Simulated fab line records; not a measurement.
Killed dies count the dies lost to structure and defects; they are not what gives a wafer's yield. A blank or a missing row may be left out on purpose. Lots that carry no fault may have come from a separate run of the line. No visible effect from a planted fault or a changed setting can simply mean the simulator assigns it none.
Comparing a struck lot with a sound one	flow gf180mcu	14 steps out of a route of 602
Sound: the wafers L556.3, L556.5, L556.6. Wafers struck: L562.2, L562.4, L562.5. Last of all comes the cause.
At each step with rows: each side's tool, then ch and its chambers, then its first start. Under that, the readings that differ: sound wafers	struck wafers	difference of the means	sigmas: that difference in standard deviations of wafers without a fault.
alike: a reading whose means differ by less than 2 such deviations, as well as words and numbers matching on both sides. not compared: withheld readings; readings where some wafer has no value; bounds like >300 that might hide an equal value; numbers whose values overlap and for which the record gives no deviation.
A row with sigmas, a row that says differs or no value, or rows on one side alone: a step with any of these is where the two part. Numbers that have no deviation but don't overlap get no sigmas and don't part them. A reading missing from all wafers of one side parts the sides only when that side holds two or more wafers.

first, 2 steps without rows for these wafers: GF_VT_IMPLANT_PEB_05; GF_VT_IMPLANT_DEVELOP_06 (develop time 60 s).
GF_VT_IMPLANT_OVL_MEAS_07:
  sound on overlay-02, day 7 15:27; struck on overlay-02, day 8 23:19
  alike: VT_IMPLANT_OVL
then, 1 step without rows for these wafers: GF_VT_IMPLANT_IMPLANT_08.
GF_VT_IMPLANT_STRIP_09: strips in O2/N2.
  sound on plasmaAsher-01 ch 0,1, day 7 15:40; struck on plasmaAsher-03 ch 0,1, day 8 23:30
  alike: drypumpMotorCurrentA, heaterPowerW, oesProductAu, stripTimeToEndpointS
  not compared: rfHoursCounterH
GF_VT_IMPLANT_TW_MEAS_10:
  sound on filmMetro-02, day 7 15:45; struck on filmMetro-02, day 8 23:37
  alike: VT_IMPLANT_TW
then, 6 steps without rows for these wafers: GF_VT_IMPLANT_DEHYDRATE_11 (time 60 s); GF_VT_IMPLANT_HMDS_12 (prime time 60 s); GF_VT_IMPLANT_COAT_13 (resist thk 1000 nm); GF_VT_IMPLANT_SOFTBAKE_14 (time 60 s); GF_VT_IMPLANT_EXPOSE_15 (exposes mask Nwell LV AREA, target cd 860 nm); GF_VT_IMPLANT_PEB_16.
GF_VT_IMPLANT_DEVELOP_17: develop time 60 s.
  sound on lithoTrack-01 ch 0, day 8 07:28; struck on lithoTrack-01, day 9 15:56
  no value came back on the struck wafers for chillPlateTempC (C), developTimeS (s), exhaustPa (Pa); on the sound wafers chillPlateTempC (C) reads 22.99 22.89 23.03
GF_VT_IMPLANT_OVL_MEAS_18:
  sound on overlay-01, day 8 07:34; struck on overlay-01, day 9 16:04
reading	sound	struck	difference	sigmas
VT_IMPLANT_01_OVL (nm)	0.7 0.8 -0.5	- - -	no value on the struck wafers	

WHERE THEY PART
At GF_VT_IMPLANT_DEVELOP_17 first; at GF_VT_IMPLANT_OVL_MEAS_18 last (within this record only).

WHY: the cause the simulator had injected
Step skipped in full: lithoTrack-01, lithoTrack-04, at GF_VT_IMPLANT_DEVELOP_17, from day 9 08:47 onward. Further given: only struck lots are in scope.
